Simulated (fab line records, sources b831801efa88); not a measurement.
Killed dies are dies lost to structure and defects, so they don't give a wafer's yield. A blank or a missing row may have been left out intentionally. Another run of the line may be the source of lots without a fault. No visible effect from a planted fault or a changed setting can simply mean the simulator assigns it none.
fab line records -- flow sfq_line -- part 1 of 2: steps 1 to 29 of 40
record: lots: 5, wafers: 15, last_day: 96
route steps=325 shown I1@76 M2@88 I2@103
lots that met no fault: from a run of the same line without faults
start_h: hours from the record's first day to the start of the lot's first wafer shown -- wait_h: hours since the lot's step before -- " unchanged from the row above -- L1.1+2: a row that stands for several wafers -- - either no value or no given start -- * or withheld: withheld -- < > ~ a bound
route shown NAME@n: names a module that has steps shown in the file, with the first one's number in the route -- usual: mean and standard deviation over wafers with no fault -- same: alike in all rows -- chamber/n: place in a boat -- sites: per-site readings -- _std_site: standard deviation across them -- _edge_site: inner sites' mean taken away from outer sites' mean -- radius_mm: for every site, how far away it sits from the centre of the wafer -- mask NAME#n: copy n -- behind: the tool/chamber that last shaped the wafer -- hold: why the lot was held/for how many hours/how that ended -- device: the transistor (n, p or np) that didn't switch -- end of line: the tests these same wafers got at the end of their route -- a step given without rows: its recipe and nothing more -- killed: dies lost to structure and defects at the first sort, not the wafer's yield -- map: a wafer's dies, x killed, . not, _ none there
set.NAME: the setting that was run; set.NAME@STEP: the one run at that earlier step -- model.NAME: the simulator's own value behind a step, which no gauge read
certain route steps with their lots: each step a table, each wafer a row
services: a tool's chamber out of use, with start hour (start_h, from the record's first day; less than 0 if before it), hours out, and reason
== steps ==
step: SFQ_TRILAYER_I1_METRO_MEASURE_047
usual: thk_nm: 199.7/1.2
lot.wafer,tool,chamber,start_h,wait_h,thk_nm
L076.1,film_metro-03,-,593.02,0.1,199.2
L076.3,film_metro-03,-,593.02,0.1,200.3
L076.5,film_metro-03,-,593.02,0.1,199.7
L077.1,film_metro-04,-,600.67,0.1,200.9
L077.4,film_metro-04,-,600.67,0.1,200.1
L077.5,film_metro-04,-,600.67,0.1,200.1
L082.3,film_metro-02,-,680.25,0.5,200.8
L082.5,film_metro-02,-,680.25,0.5,200.6
L082.6,film_metro-02,-,680.25,0.5,200.0
L086.2,film_metro-02,-,722.05,0.3,200.3
L086.4,film_metro-02,-,722.05,0.3,199.1
L086.6,film_metro-02,-,722.05,0.3,201.7
L090.2,film_metro-03,-,754.96,0.3,199.5
L090.3,film_metro-03,-,754.96,0.3,199.1
L090.4,film_metro-03,-,754.96,0.3,199.3
step: SFQ_TRILAYER_I1_VIA_LITHO_COAT_054
recipe: resist: BARC, spin_rpm: 3000, resist_thk_nm: 62
lot.wafer,tool,chamber,start_h,wait_h
L076.1+3+5,litho_track-03,0,594.22,1.0
L077.1+4+5,litho_track-04,0,601.87,1.0
L082.3+5+6,litho_track-03,0,681.15,0.7
L086.2+4+6,litho_track-01,0,723.10,0.8
L090.2+3+4,litho_track-04,0,756.01,0.8
step: SFQ_TRILAYER_I1_VIA_LITHO_COAT_049
recipe: resist: KrF, spin_rpm: 3000, resist_thk_nm: 650
lot.wafer,tool,chamber,start_h,wait_h
L076.1+3+5,litho_track-03,0,594.52,0.2
L077.1+4+5,litho_track-04,0,602.17,0.2
L082.3+5+6,litho_track-03,0,681.45,0.2
L086.2+4+6,litho_track-01,0,723.40,0.2
L090.2+3+4,litho_track-04,0,756.31,0.2
step: SFQ_TRILAYER_I1_VIA_LITHO_SOFTBAKE_053
recipe: temp_c: withheld, time_s: withheld, resist: KrF
lot.wafer,tool,chamber,start_h,wait_h
L076.1+3+5,litho_track-03,0,594.82,0.2
L077.1+4+5,litho_track-04,0,602.47,0.2
L082.3+5+6,litho_track-03,0,681.70,0.2
L086.2+4+6,litho_track-01,0,723.67,0.2
L090.2+3+4,litho_track-04,0,756.58,0.2
step: SFQ_TRILAYER_I1_VIA_LITHO_EXPOSE_050
recipe: mask_id: I1, na: 0.6, source_shape: conventional, sigma_outer: 0.65, target_cd_nm: 500, dose_mj: 21.3
usual: exposure_dose_mJ_cm2: 21.301/0.024
lot.wafer,tool,chamber,start_h,wait_h,mask,exposure_dose_mJ_cm2
L076.1,krf_scanner-02,0,762.60,-,I1#0,21.289
L076.3,krf_scanner-02,0,762.60,-,I1#0,21.258
L076.5,krf_scanner-02,0,762.60,-,I1#0,21.269
L077.1,krf_scanner-02,0,767.40,-,I1#0,21.297
L077.4,krf_scanner-02,0,767.40,-,I1#0,21.304
L077.5,krf_scanner-02,0,767.40,-,I1#0,21.284
L082.3,krf_scanner-01,0,831.19,-,I1#0,21.316
L082.5,krf_scanner-01,0,831.19,-,I1#0,21.319
L082.6,krf_scanner-01,0,831.19,-,I1#0,21.326
L086.2,krf_scanner-01,0,872.99,-,I1#0,21.306
L086.4,krf_scanner-01,0,872.99,-,I1#0,21.303
L086.6,krf_scanner-01,0,872.99,-,I1#0,21.292
L090.2,krf_scanner-01,0,901.79,-,I1#0,21.300
L090.3,krf_scanner-01,0,901.79,-,I1#0,21.314
L090.4,krf_scanner-01,0,901.79,-,I1#0,21.307
step: SFQ_TRILAYER_I1_VIA_LITHO_PEB_052
recipe: peb_temp_c: 115, peb_time_s: 60, resist: KrF
lot.wafer,tool,chamber,start_h,wait_h
L076.1+3+5,litho_track-04,0,763.80,1.0
L077.1+4+5,litho_track-01,0,768.60,1.0
L082.3+5+6,litho_track-01,0,832.04,0.7
L086.2+4+6,litho_track-03,0,874.01,0.8
L090.2+3+4,litho_track-01,0,902.81,0.8
step: SFQ_TRILAYER_I1_VIA_LITHO_DEVELOP_051
recipe: time_s: 60, resist: KrF
lot.wafer,tool,chamber,start_h,wait_h
L076.1+3+5,litho_track-04,0,763.95,0.1
L077.1+4+5,litho_track-01,0,768.75,0.1
L082.3+5+6,litho_track-01,0,832.19,0.1
L086.2+4+6,litho_track-03,0,874.16,0.1
L090.2+3+4,litho_track-01,0,902.96,0.1
step: SFQ_I1_OVL_MEAS_913
usual: I1_OVL: 0/5
lot.wafer,tool,chamber,start_h,wait_h,I1_OVL[nm]
L076.1,overlay-01,-,764.10,0.1,-2
L076.3,overlay-01,-,764.10,0.1,-2
L076.5,overlay-01,-,764.10,0.1,-1
L077.1,overlay-01,-,768.90,0.1,-4
L077.4,overlay-01,-,768.90,0.1,-4
L077.5,overlay-01,-,768.90,0.1,1
L082.3,overlay-01,-,832.30,0.1,-5
L082.5,overlay-01,-,832.30,0.1,0
L082.6,overlay-01,-,832.30,0.1,-2
L086.2,overlay-01,-,874.29,0.1,-6
L086.4,overlay-01,-,874.29,0.1,-7
L086.6,overlay-01,-,874.29,0.1,-5
L090.2,overlay-02,-,903.09,0.1,10
L090.3,overlay-02,-,903.09,0.1,6
L090.4,overlay-02,-,903.09,0.1,4
step: SFQ_TRILAYER_I1_VIA_BARC_OPEN_VIA_ETCH_071
recipe: mask_material: PR, chemistry: O2, target_depth_nm: 125, target: BARC, source_w: 500, bias_w: 80, pressure_mtorr: 30, time_s: 41.7
usual: drypump_motor_current_A: 5.8/0.42, oes_product_au: 0.685/0.0044
lot.wafer,tool,chamber,start_h,wait_h,drypump_motor_current_A,oes_product_au,rf_hours_counter_h
L076.1,rie_diel-01,0,764.14,0.0,5.9,0.684,1
L076.3,rie_diel-01,1,764.14,0.0,6.1,0.683,16
L076.5,rie_diel-01,0,764.14,0.0,5.9,0.684,-
L077.1,rie_diel-03,0,768.94,0.0,5.4,0.681,12
L077.4,rie_diel-03,2,768.94,0.0,5.5,0.680,0
L077.5,rie_diel-03,0,768.94,0.0,5.5,0.686,-
L082.3,rie_diel-01,2,832.32,0.0,5.4,0.691,6
L082.5,rie_diel-01,2,832.32,0.0,5.4,0.683,-
L082.6,rie_diel-01,1,832.32,0.0,6.1,0.686,-
L086.2,rie_diel-04,3,874.32,0.0,5.7,0.686,1
L086.4,rie_diel-04,1,874.32,0.0,6.0,0.689,1
L086.6,rie_diel-04,3,874.32,0.0,5.7,0.681,-
L090.2,rie_diel-03,1,903.12,0.0,6.4,0.687,3
L090.3,rie_diel-03,3,903.12,0.0,5.1,0.684,1
L090.4,rie_diel-03,3,903.12,0.0,5.1,0.690,-
step: SFQ_TRILAYER_I1_VIA_ETCH_VIA_ETCH_052
recipe: target: SiO2, stop_on: Nb, mask_material: PR, taper_deg: 20, chemistry: CHF3, target_depth_nm: 260, source_w: 500, bias_w: 80, pressure_mtorr: 30, time_s: withheld
usual: drypump_motor_current_A: 5.8/0.43, oes_product_au: 0.854/0.0054
lot.wafer,tool,chamber,start_h,wait_h,drypump_motor_current_A,oes_product_au
L076.1,rie_diel-01,0,764.18,0.0,5.9,0.857
L076.3,rie_diel-01,1,764.18,0.0,6.1,0.855
L076.5,rie_diel-01,0,764.18,0.0,5.9,0.859
L077.1,rie_diel-03,0,768.98,0.0,5.4,0.858
L077.4,rie_diel-03,2,768.98,0.0,5.4,0.847
L077.5,rie_diel-03,0,768.98,0.0,5.4,0.858
L082.3,rie_diel-01,2,832.36,0.0,5.4,0.863
L082.5,rie_diel-01,2,832.36,0.0,5.4,0.862
L082.6,rie_diel-01,1,832.36,0.0,6.1,0.860
L086.2,rie_diel-04,3,874.36,0.0,5.7,0.856
L086.4,rie_diel-04,1,874.36,0.0,6.0,0.849
L086.6,rie_diel-04,3,874.36,0.0,5.7,0.857
L090.2,rie_diel-03,1,903.16,0.0,6.5,0.850
L090.3,rie_diel-03,3,903.16,0.0,5.1,0.853
L090.4,rie_diel-03,3,903.16,0.0,5.1,0.853
step: SFQ_TRILAYER_I1_VIA_STRIP_STRIP_053
recipe: gas: O2, power_w: 200, platen_temp_c: 40, overash_fraction: 0.65, chemistry: O2, pressure_mtorr: 50
usual: drypump_motor_current_A: 6.0/0.42, oes_product_au: 1.004/0.0075
lot.wafer,tool,chamber,start_h,wait_h,drypump_motor_current_A,oes_product_au,rf_hours_counter_h
L076.1,rie_metal-02,1,764.29,-,6.3,1.001,22
L076.3,rie_metal-02,1,764.29,-,6.4,0.995,-
L076.5,rie_metal-02,0,764.29,-,5.6,0.999,-
L077.1,rie_metal-04,1,769.09,-,6.1,0.997,57
L077.4,rie_metal-04,1,769.09,-,6.1,0.999,-
L077.5,rie_metal-04,1,769.09,-,6.1,1.009,-
L082.3,rie_metal-02,1,832.68,-,6.4,0.996,-
L082.5,rie_metal-02,0,832.68,-,5.6,0.995,-
L082.6,rie_metal-02,1,832.68,-,6.4,0.998,-
L086.2,rie_metal-02,1,874.48,-,6.4,1.013,39
L086.4,rie_metal-02,0,874.48,-,5.6,0.997,-
L086.6,rie_metal-02,0,874.48,-,5.6,1.000,-
L090.2,rie_metal-02,0,903.28,-,5.6,1.005,4
L090.3,rie_metal-02,0,903.28,-,5.6,0.995,-
L090.4,rie_metal-02,1,903.28,-,6.3,1.013,-
step: SFQ_TRILAYER_I1_VIA_STRIP_SOLV_CLEAN_054
recipe: chemistry: NMP, temp_c: 70, time_s: 600
lot.wafer,tool,chamber,start_h,wait_h
L076.1+3+5,wet_bench-04,"3,2,0",764.89,0.4
L077.1+4+5,wet_bench-02,"0,1,4",769.69,0.4
L082.3+5+6,wet_bench-02,"2,4,5",833.08,0.2
L086.2+4+6,wet_bench-03,"7,2,0",875.08,0.4
L090.2+3+4,wet_bench-04,"6,5,7",903.88,0.4
step: SFQ_TRILAYER_M2_DEP_PRE_CLEAN_056
recipe: gas: Ar, time_s: 22.5, bias_v: 250
lot.wafer,tool,chamber,start_h,wait_h
L076.1+3+5,pvd_sputter-06,-,765.07,0.0
L077.1+4+5,pvd_sputter-05,-,769.88,0.0
L082.3+5+6,pvd_sputter-05,-,833.27,0.0
L086.2+4+6,pvd_sputter-03,-,875.25,0.0
L090.2+3+4,pvd_sputter-03,-,904.23,0.0
step: SFQ_TRILAYER_M2_DEP_SPUTTER_055
recipe: material: Nb, base_pressure_pa: 1.33e-06, chamber_pressure_pa: 0.1333, substrate_temp_c: 20, resputter_cathode_voltage_v: 400, target_thk_nm: 200, power_w: 2000, time_s: 133.3
usual: throttle_valve_pct: 30.3/1
lot.wafer,tool,chamber,start_h,wait_h,throttle_valve_pct
L076.1,pvd_sputter-06,-,765.10,0.0,32.8
L076.3,pvd_sputter-06,-,765.10,0.0,29.9
L076.5,pvd_sputter-06,-,765.10,0.0,32.6
L077.1,pvd_sputter-05,-,769.91,0.0,29.0
L077.4,pvd_sputter-05,-,769.91,0.0,29.5
L077.5,pvd_sputter-05,-,769.91,0.0,31.1
L082.3,pvd_sputter-05,-,833.30,0.0,29.5
L082.5,pvd_sputter-05,-,833.30,0.0,31.1
L082.6,pvd_sputter-05,-,833.30,0.0,28.8
L086.2,pvd_sputter-03,-,875.28,0.0,30.3
L086.4,pvd_sputter-03,-,875.28,0.0,30.9
L086.6,pvd_sputter-03,-,875.28,0.0,30.8
L090.2,pvd_sputter-03,-,904.26,0.0,30.6
L090.3,pvd_sputter-03,-,904.26,0.0,29.6
L090.4,pvd_sputter-03,-,904.26,0.0,30.3
step: SFQ_M2_RS_MEAS_914
recipe: thk_meas_gauge: four-point-probe, reads: Nb_of_TRILAYER_M2_DEP_SPUTTER_055
usual: M2_NB_RS: 0.892/0.011
lot.wafer,tool,chamber,start_h,wait_h,M2_NB_RS[ohm/sq]
L076.1,film_metro-04,-,765.19,0.0,0.898
L076.3,film_metro-04,-,765.19,0.0,0.897
L076.5,film_metro-04,-,765.19,0.0,0.895
L077.1,film_metro-01,-,770.00,0.0,0.898
L077.4,film_metro-01,-,770.00,0.0,0.897
L077.5,film_metro-01,-,770.00,0.0,0.895
L082.3,film_metro-04,-,833.43,0.1,0.883
L082.5,film_metro-04,-,833.43,0.1,0.868
L082.6,film_metro-04,-,833.43,0.1,0.888
L086.2,film_metro-04,-,875.39,0.1,0.905
L086.4,film_metro-04,-,875.39,0.1,0.893
L086.6,film_metro-04,-,875.39,0.1,0.891
L090.2,film_metro-01,-,904.37,0.1,0.902
L090.3,film_metro-01,-,904.37,0.1,0.891
L090.4,film_metro-01,-,904.37,0.1,0.908
step: SFQ_TRILAYER_M2_LITHO_COAT_062
recipe: resist: BARC, spin_rpm: 3000, resist_thk_nm: 62
lot.wafer,tool,chamber,start_h,wait_h
L076.1+3+5,litho_track-02,0,765.37,0.1
L077.1+4+5,litho_track-01,0,770.23,0.1
L082.3+5+6,litho_track-01,0,833.67,0.1
L086.2+4+6,litho_track-03,0,875.60,0.1
L090.2+3+4,litho_track-01,0,904.58,0.1
step: SFQ_TRILAYER_M2_LITHO_COAT_057
recipe: resist: KrF, spin_rpm: 3000, resist_thk_nm: 600
lot.wafer,tool,chamber,start_h,wait_h
L076.1+3+5,litho_track-02,0,765.67,0.2
L077.1+4+5,litho_track-01,0,770.53,0.2
L082.3+5+6,litho_track-01,0,833.97,0.2
L086.2+4+6,litho_track-03,0,875.90,0.2
L090.2+3+4,litho_track-01,0,904.88,0.2
step: SFQ_TRILAYER_M2_LITHO_SOFTBAKE_061
recipe: temp_c: withheld, time_s: withheld, resist: KrF
lot.wafer,tool,chamber,start_h,wait_h
L076.1+3+5,litho_track-02,0,765.97,0.2
L077.1+4+5,litho_track-01,0,770.83,0.2
L082.3+5+6,litho_track-01,0,834.22,0.2
L086.2+4+6,litho_track-03,0,876.18,0.2
L090.2+3+4,litho_track-01,0,905.15,0.2
step: SFQ_TRILAYER_M2_LITHO_EXPOSE_058
recipe: mask_id: M2, na: 0.6, source_shape: conventional, sigma_outer: 0.65, target_cd_nm: 500, dose_mj: 14.4
usual: exposure_dose_mJ_cm2: 14.402/0.013
lot.wafer,tool,chamber,start_h,wait_h,mask,exposure_dose_mJ_cm2
L076.1,krf_scanner-02,0,908.91,-,M2#0,14.409
L076.3,krf_scanner-02,0,908.91,-,M2#0,14.413
L076.5,krf_scanner-02,0,908.91,-,M2#0,14.394
L077.1,krf_scanner-02,0,916.11,-,M2#0,14.405
L077.4,krf_scanner-02,0,916.11,-,M2#0,14.394
L077.5,krf_scanner-02,0,916.11,-,M2#0,14.414
L082.3,krf_scanner-01,0,993.05,-,M2#0,14.418
L082.5,krf_scanner-01,0,993.05,-,M2#0,14.399
L082.6,krf_scanner-01,0,993.05,-,M2#0,14.393
L086.2,krf_scanner-02,0,1034.97,-,M2#0,14.403
L086.4,krf_scanner-02,0,1034.97,-,M2#0,14.412
L086.6,krf_scanner-02,0,1034.97,-,M2#0,14.399
L090.2,krf_scanner-01,0,1057.57,-,M2#0,14.409
L090.3,krf_scanner-01,0,1057.57,-,M2#0,14.419
L090.4,krf_scanner-01,0,1057.57,-,M2#0,14.412
step: SFQ_TRILAYER_M2_LITHO_PEB_060
recipe: peb_temp_c: 115, peb_time_s: 60, resist: KrF
lot.wafer,tool,chamber,start_h,wait_h
L076.1+3+5,litho_track-03,0,910.11,1.0
L077.1+4+5,litho_track-01,0,917.31,1.0
L082.3+5+6,litho_track-02,0,993.90,0.7
L086.2+4+6,litho_track-03,0,1036.00,0.8
L090.2+3+4,litho_track-03,0,1058.59,0.8
step: SFQ_TRILAYER_M2_LITHO_DEVELOP_059
recipe: time_s: 60, resist: KrF
lot.wafer,tool,chamber,start_h,wait_h
L076.1+3+5,litho_track-03,0,910.26,0.1
L077.1+4+5,litho_track-01,0,917.46,0.1
L082.3+5+6,litho_track-02,0,994.05,0.1
L086.2+4+6,litho_track-03,0,1036.15,0.1
L090.2+3+4,litho_track-03,0,1058.74,0.1
step: SFQ_M2_OVL_MEAS_916
usual: M2_OVL: -3/5.3
lot.wafer,tool,chamber,start_h,wait_h,M2_OVL[nm]
L076.1,overlay-01,-,910.41,0.1,3
L076.3,overlay-01,-,910.41,0.1,0
L076.5,overlay-01,-,910.41,0.1,-3
L077.1,overlay-02,-,917.61,0.1,-5
L077.4,overlay-02,-,917.61,0.1,-6
L077.5,overlay-02,-,917.61,0.1,-3
L082.3,overlay-01,-,994.16,0.1,-7
L082.5,overlay-01,-,994.16,0.1,-4
L082.6,overlay-01,-,994.16,0.1,1
L086.2,overlay-01,-,1036.28,0.1,-5
L086.4,overlay-01,-,1036.28,0.1,-3
L086.6,overlay-01,-,1036.28,0.1,3
L090.2,overlay-01,-,1058.87,0.1,1
L090.3,overlay-01,-,1058.87,0.1,3
L090.4,overlay-01,-,1058.87,0.1,0
step: SFQ_TRILAYER_M2_BARC_OPEN_METAL_ETCH_077
recipe: mask_material: PR, chemistry: O2, target_depth_nm: 125, target: BARC, icp_w: 600, bias_w: 80, pressure_mtorr: 10, time_s: 41.7
usual: drypump_motor_current_A: 5.9/0.48, oes_product_au: 0.684/0.0045
lot.wafer,tool,chamber,start_h,wait_h,drypump_motor_current_A,oes_product_au,rf_hours_counter_h
L076.1,rie_metal-03,1,910.45,0.0,5.3,0.691,108
L076.3,rie_metal-03,0,910.45,0.0,6.0,0.678,-
L076.5,rie_metal-03,0,910.45,0.0,6.0,0.678,-
L077.1,rie_metal-03,1,917.65,0.0,5.2,0.684,109
L077.4,rie_metal-03,0,917.65,0.0,6.0,0.686,-
L077.5,rie_metal-03,0,917.65,0.0,6.0,0.687,-
L082.3,rie_metal-04,1,994.20,0.0,6.1,0.689,-
L082.5,rie_metal-04,0,994.20,0.0,6.7,0.689,-
L082.6,rie_metal-04,1,994.20,0.0,6.1,0.687,-
L086.2,rie_metal-01,0,1036.31,0.0,5.9,0.681,93
L086.4,rie_metal-01,1,1036.31,0.0,5.5,0.689,-
L086.6,rie_metal-01,0,1036.31,0.0,5.8,0.688,-
L090.2,rie_metal-04,0,1058.92,0.0,6.7,0.684,-
L090.3,rie_metal-04,0,1058.92,0.0,6.7,0.686,-
L090.4,rie_metal-04,0,1058.92,0.0,6.7,0.683,-
step: SFQ_TRILAYER_M2_ETCH_METAL_ETCH_060
recipe: target: Nb, stop_on: SiO2, mask_material: PR, chemistry: Cl2/Ar, target_depth_nm: 240, icp_w: 600, bias_w: 80, pressure_mtorr: 10, time_s: 120
usual: drypump_motor_current_A: 5.9/0.48, oes_product_au: 0.892/0.0074
lot.wafer,tool,chamber,start_h,wait_h,drypump_motor_current_A,oes_product_au,rf_hours_counter_h
L076.1,rie_metal-03,1,910.51,0.0,5.3,0.891,108
L076.3,rie_metal-03,0,910.51,0.0,6.0,0.887,-
L076.5,rie_metal-03,0,910.51,0.0,6.0,0.881,-
L077.1,rie_metal-03,1,917.71,0.0,5.3,0.892,109
L077.4,rie_metal-03,0,917.71,0.0,6.0,0.886,-
L077.5,rie_metal-03,0,917.71,0.0,6.0,0.892,-
L082.3,rie_metal-04,1,994.28,0.1,6.1,0.894,-
L082.5,rie_metal-04,0,994.28,0.1,6.7,0.910,-
L082.6,rie_metal-04,1,994.28,0.1,6.1,0.893,-
L086.2,rie_metal-01,0,1036.37,0.0,5.9,0.882,93
L086.4,rie_metal-01,1,1036.37,0.0,5.5,0.883,-
L086.6,rie_metal-01,0,1036.37,0.0,5.9,0.893,-
L090.2,rie_metal-04,0,1059.06,0.1,6.7,0.883,-
L090.3,rie_metal-04,0,1059.06,0.1,6.7,0.886,-
L090.4,rie_metal-04,0,1059.06,0.1,6.7,0.886,-
step: SFQ_TRILAYER_M2_STRIP_STRIP_061
recipe: gas: O2, power_w: 200, platen_temp_c: 40, overash_fraction: 0.65, chemistry: O2, pressure_mtorr: 50
usual: drypump_motor_current_A: 5.9/0.48, oes_product_au: 1.001/0.0084
lot.wafer,tool,chamber,start_h,wait_h,drypump_motor_current_A,oes_product_au,rf_hours_counter_h
L076.1,rie_metal-03,1,910.63,0.1,5.2,0.989,108
L076.3,rie_metal-03,0,910.63,0.1,6.0,0.998,-
L076.5,rie_metal-03,0,910.63,0.1,6.0,1.008,-
L077.1,rie_metal-03,1,917.83,0.1,5.3,0.987,109
L077.4,rie_metal-03,0,917.83,0.1,6.0,1.000,-
L077.5,rie_metal-03,0,917.83,0.1,6.0,1.011,-
L082.3,rie_metal-04,1,994.57,0.2,6.1,1.003,-
L082.5,rie_metal-04,0,994.57,0.2,6.7,1.000,-
L082.6,rie_metal-04,1,994.57,0.2,6.1,1.003,-
L086.2,rie_metal-01,0,1036.49,0.1,5.9,1.002,93
L086.4,rie_metal-01,1,1036.49,0.1,5.5,0.999,-
L086.6,rie_metal-01,0,1036.49,0.1,5.9,0.999,-
L090.2,rie_metal-04,0,1059.47,0.4,6.7,1.009,-
L090.3,rie_metal-04,0,1059.47,0.4,6.7,1.001,-
L090.4,rie_metal-04,0,1059.47,0.4,6.7,0.999,-
step: SFQ_TRILAYER_M2_STRIP_SOLV_CLEAN_062
recipe: chemistry: NMP, temp_c: 70, time_s: 600
lot.wafer,tool,chamber,start_h,wait_h
L076.1+3+5,wet_bench-01,"2,6,3",911.23,0.4
L077.1+4+5,wet_bench-04,"7,5,6",918.43,0.4
L082.3+5+6,wet_bench-03,"0,4,3",994.97,0.2
L086.2+4+6,wet_bench-01,"1,7,6",1037.09,0.4
L090.2+3+4,wet_bench-04,"2,3,4",1060.47,0.8
step: SFQ_TRILAYER_I2_DEP_PECVD_063
recipe: material: SiO2, temp_c: 150, time_s: 111.11, pressure_torr: 2.4, rf_w: 183.3, precursor: SiH4/N2O, target_thk_nm: 500
usual: chamber_pressure_Torr: 2.399/0.0053, heater_power_w: 84/14, showerhead_vpp_V: 832/45, throttle_valve_pct: 24.8/1.2
lot.wafer,tool,chamber,start_h,wait_h,chamber_pressure_Torr,heater_power_w,showerhead_vpp_V,throttle_valve_pct
L076.1,pecvd-02,2,911.41,0.0,2.399,91,763,23.3
L076.3,pecvd-02,1,911.41,0.0,2.396,62,828,22.8
L076.5,pecvd-02,1,911.41,0.0,2.402,64,817,23.0
L077.1,pecvd-03,1,918.61,0.0,2.392,77,784,24.1
L077.4,pecvd-03,1,918.61,0.0,2.393,81,780,24.4
L077.5,pecvd-03,0,918.61,0.0,2.396,96,816,26.6
L082.3,pecvd-03,2,995.14,0.0,2.401,99,905,25.7
L082.5,pecvd-03,1,995.14,0.0,2.400,76,770,24.0
L082.6,pecvd-03,2,995.14,0.0,2.398,86,910,25.9
L086.2,pecvd-03,1,1037.27,0.0,2.391,87,790,24.1
L086.4,pecvd-03,1,1037.27,0.0,2.400,70,776,24.1
L086.6,pecvd-03,0,1037.27,0.0,2.405,89,801,26.4
L090.2,pecvd-02,2,1060.65,0.0,2.406,100,772,23.4
L090.3,pecvd-02,1,1060.65,0.0,2.400,65,832,22.9
L090.4,pecvd-02,1,1060.65,0.0,2.408,67,827,23.1
step: SFQ_TRILAYER_I2_CMP_CMP_064
recipe: material: SiO2, down_force_psi: 3, platen_rpm: 60, pad_velocity_m_s: 0.94248
usual: motor_current_A: 10.5/0.74, time_to_endpoint_s: 216/7.5
lot.wafer,tool,chamber,start_h,wait_h,motor_current_A,time_to_endpoint_s
L076.1,cmp-01,3,914.46,3.0,10.5,205
L076.3,cmp-01,0,914.46,3.0,9.9,209
L076.5,cmp-01,3,916.46,5.0,9.9,206
L077.4,cmp-01,0,920.46,1.8,9.5,215
L077.1,cmp-01,3,921.96,3.3,9.9,198
L077.5,cmp-01,1,922.96,4.3,12.0,216
L082.3,cmp-02,0,995.82,0.6,10.4,221
L082.5,cmp-02,0,997.82,2.6,10.8,219
L082.6,cmp-02,1,997.82,2.6,11.2,218
L086.2,cmp-01,1,1038.73,1.4,11.3,218
L086.4,cmp-01,2,1038.73,1.4,9.5,220
L086.6,cmp-01,1,1040.73,3.4,11.3,217
L090.3,cmp-02,2,1062.35,1.7,10.3,206
L090.2,cmp-02,3,1062.35,1.7,12.6,207
L090.4,cmp-02,0,1062.35,1.7,10.2,213
step: SFQ_I2_BOW_MEAS_917
recipe: mode: bow
usual: I2_BOW: 4/8.2
lot.wafer,tool,chamber,start_h,wait_h,I2_BOW[um]
L076.1,film_metro-03,-,917.46,2.5,5
L076.3,film_metro-03,-,917.46,2.5,-3
L076.5,film_metro-03,-,917.46,2.5,1
L077.1,film_metro-01,-,923.46,1.0,1
L077.4,film_metro-01,-,923.46,1.0,-1
L077.5,film_metro-01,-,923.46,1.0,13
L082.3,film_metro-03,-,998.86,2.5,20
L082.5,film_metro-03,-,998.86,2.5,-9
L082.6,film_metro-03,-,998.86,2.5,6
L086.2,film_metro-01,-,1041.75,2.5,5
L086.4,film_metro-01,-,1041.75,2.5,8
L086.6,film_metro-01,-,1041.75,2.5,-1
L090.2,film_metro-01,-,1064.87,1.5,12
L090.3,film_metro-01,-,1064.87,1.5,-3
L090.4,film_metro-01,-,1064.87,1.5,-4
